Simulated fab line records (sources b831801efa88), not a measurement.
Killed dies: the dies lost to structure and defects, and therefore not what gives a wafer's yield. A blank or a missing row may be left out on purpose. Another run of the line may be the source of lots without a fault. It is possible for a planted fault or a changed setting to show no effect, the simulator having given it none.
Which tool was responsible?	flow gf180mcu	Sampling: 11 lots, 33 wafers, 5 of 602 route steps

## WHAT THE GAUGES READ, wafer by wafer
GF_STI_THK_MEAS_04.
lot	measured	on	STI_CVD_03_THK (nm)
L302	day 1 13:44	film metro-01	206.4 204.1 206.7
L305	day 2 04:34	film metro-01	209.1 209.8 208.5
L306	day 2 13:59	film metro-02	208.1 207.6 207.4
L308	day 2 23:50	film metro-02	205.8 207.3 205.4
L310	day 3 06:44	film metro-02	206.4 206.1 205.1
L311	day 3 11:32	film metro-01	200.2 202.0 199.5
L315	day 4 07:01	film metro-02	204.1 205.1 207.1
L316	day 4 11:34	film metro-04	203.9 204.8 206.5
L318	day 4 22:35	film metro-04	206.1 205.1 205.6
L320	day 5 07:34	film metro-01	277.0 276.5 277.7
L322	day 5 18:17	film metro-04	204.5 204.6 204.4

GF_CONTACT_THK_MEAS_01.
lot	measured	on	CONTACT_CVD_00_THK (nm)
L302	day 15 08:56	film metro-04	302 302 297
L305	day 16 09:28	film metro-03	296 299 299
L306	day 16 18:16	film metro-02	300 295 300
L308	day 17 17:44	film metro-02	301 301 299
L310	day 18 09:03	film metro-04	302 301 306
L311	day 18 15:18	film metro-03	301 297 292
L315	day 19 21:08	film metro-04	299 302 298
L316	day 20 07:21	film metro-03	299 298 301
L318	day 20 23:58	film metro-04	292 302 300
L320	day 21 18:16	film metro-02	296 295 294
L322	day 22 04:46	film metro-02	298 300 297

GF_CONTACT_BOW_MEAS_05.
lot	measured	on	CONTACT_BOW (um)
L302	day 15 09:26	film metro-02	62 73 60
L305	day 16 09:58	film metro-03	62 65 73
L306	day 16 18:46	film metro-03	74 81 60
L308	day 17 18:13	film metro-02	64 54 64
L310	day 18 09:32	film metro-03	66 69 76
L311	day 18 15:47	film metro-02	61 60 58
L315	day 19 21:47	film metro-02	69 61 73
L316	day 20 07:50	film metro-02	61 67 69
L318	day 21 00:29	film metro-04	69 65 65
L320	day 21 18:45	film metro-04	66 63 72
L322	day 22 05:15	film metro-03	74 89 66

## WHAT TOOL EACH LOT RAN ON (gives the tool, then ch and the chambers of the sampled wafers, and finally the start)
lot	GF_STI_CVD_03	GF_STI_ETCH_13
L302	lpcvd-01 ch 0, day 1 11:44	rie diel-02 ch 1,2,3, day 2 01:20
L305	lpcvd-02 ch 0, day 2 02:34	rie diel-02 ch 0,1,2, day 2 16:26
L306	lpcvd-01 ch 1, day 2 12:00	rie diel-01 ch 1,2,3, day 3 01:25
L308	lpcvd-02 ch 0, day 2 21:52	rie diel-02 ch 0,1,2, day 3 11:58
L310	lpcvd-02 ch 1, day 3 04:44	rie diel-03 ch 0,1,2, day 3 19:46
L311	lpcvd-01 ch 0, day 3 09:32	rie diel-03 ch 0,1,2, day 4 00:56
L315	lpcvd-02 ch 0, day 4 04:59	rie diel-03 ch 0,2,3, day 4 20:44
L316	lpcvd-01 ch 1, day 4 09:34	rie diel-02 ch 0,1,2, day 5 01:11
L318	lpcvd-02 ch 1, day 4 20:35	rie diel-02 ch 0,2,3, day 5 13:05
L320	lpcvd-01 ch 1, day 5 05:34	rie diel-02 ch 0,1,2, day 5 21:34
L322	lpcvd-02 ch 1, day 5 16:18	rie diel-01 ch 0,2, day 6 09:02
- GF_STI_CVD_03: deposits Si3N4 from DCS/NH3, target thk 207.16 nm, time 3551 s.
- GF_STI_ETCH_13: etches the open film in CHF3/O2, stops on Si, target depth 282.31 nm, time 112.9 s.

## AS READ BY THE TOOLS THEMSELVES (means over the sampled wafers that have a number; for cases with no such wafer, the mark the record gives instead)
GF_STI_CVD_03.
lot	tool	pressure mtorr (mTorr)	spike tc bottom C (C)	spike tc centre C (C)	spike tc lower C (C)	spike tc top C (C)	spike tc upper C (C)	susceptor temp C (C)	zone power top pct (%)
L302	lpcvd-01	250.2	796	769.0	771.2	782.7	771.0	769.8	28.2
L305	lpcvd-02	249.6	788	770.5	770.2	781.9	770.6	769.7	23.7
L306	lpcvd-01	249.6	792	770.9	769.5	788.9	767.3	770.3	24.8
L308	lpcvd-02	250.0	789	770.2	769.8	781.1	771.3	770.5	23.9
L310	lpcvd-02	249.5	793	770.0	770.8	784.7	769.7	770.1	24.3
L311	lpcvd-01	250.2	797	769.4	770.5	783.6	770.2	769.8	27.9
L315	lpcvd-02	250.3	789	771.7	770.3	781.5	771.6	770.3	24.2
L316	lpcvd-01	249.4	791	770.5	769.8	788.3	768.2	769.9	24.7
L318	lpcvd-02	249.9	793	770.9	770.1	784.4	769.9	770.3	24.4
L320	lpcvd-01	250.0	807	786.8	785.1	804.4	782.7	785.0	25.1
L322	lpcvd-02	249.2	795	770.9	770.6	783.9	769.8	770.0	24.2

GF_STI_ETCH_13.
lot	tool	chamber pressure mTorr (mTorr)	drypump motor current A (A)	oes product au (a.u.)	throttle valve pct (%)
L302	rie diel-02	40.02	5.8	0.828	8.806
L305	rie diel-02	40.01	6.0	0.836	8.815
L306	rie diel-01	40.00	5.6	0.829	8.807
L308	rie diel-02	40.05	6.0	0.833	8.816
L310	rie diel-03	39.96	5.5	0.831	8.814
L311	rie diel-03	39.98	5.6	0.819	8.809
L315	rie diel-03	40.00	5.4	0.829	8.808
L316	rie diel-02	40.01	6.0	0.825	8.803
L318	rie diel-02	39.97	6.1	0.833	8.801
L320	rie diel-02	39.99	6.0	0.982	8.861
L322	rie diel-01	40.00	6.1	0.829	8.802

## THE ANSWER, worked out from the rows above alone
Rule: what is usual is taken from the lots themselves. The widest of any qualifying gaps counts: lots, ordered by their means at a reading, are off when they make up no more than a third of the lots, leave a main group of 4 or more, and stand apart from it by 3 or more times the standard deviation of that group's means. A main group is skipped when, at the precision printed for the reading in the tables above, its means are all equal. A lot without any number at a reading at which 4 lots or more have one is off too. All remaining lots with rows at the step are treated as sound. First the gauges in route order, then the tools' own readings, where a lot's mean is used as printed above. At the first step where some lot is off, the reading lying furthest off is the one used; lots without a number count as furthest.
Off: at GF_STI_THK_MEAS_04 (STI_CVD_03_THK), L320. The main group: mean 205.6 nm, standard deviation 2.1.
A tool fits if, at a process step before that reading, it ran every lot that is off, and no sound lot after the first of them. The gauges at GF_STI_THK_MEAS_04 aren't tried: what is off there is off at GF_STI_CVD_03 too, on other tools, and a gauge's error can't cause that. One candidate fits, namely lpcvd-01 at GF_STI_CVD_03. Its last sound lot is L316 (day 4 09:34), its first lot that is off L320 (day 5 05:34): a fault that began between those two fits.
The tool's own readings at GF_STI_CVD_03 bear it out: on the lots that are off they differ by more than 5 times the standard deviation of the sound lots' means. spike tc bottom C reads 807 C there against 792 C on the sound lots; spike tc centre C reads 786.8 C there against 770.4 C on the sound lots; spike tc lower C reads 785.1 C there against 770.3 C on the sound lots; spike tc top C reads 804.4 C there against 784.1 C on the sound lots; spike tc upper C reads 782.7 C there against 770.0 C on the sound lots; susceptor temp C reads 785.0 C there against 770.1 C on the sound lots.

## WHAT THE SIMULATOR PUT IN
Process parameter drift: lpcvd-01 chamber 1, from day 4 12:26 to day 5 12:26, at GF_STI_CVD_03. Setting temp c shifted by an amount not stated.
Struck lots among those shown: L320. Same finding as the rule above.
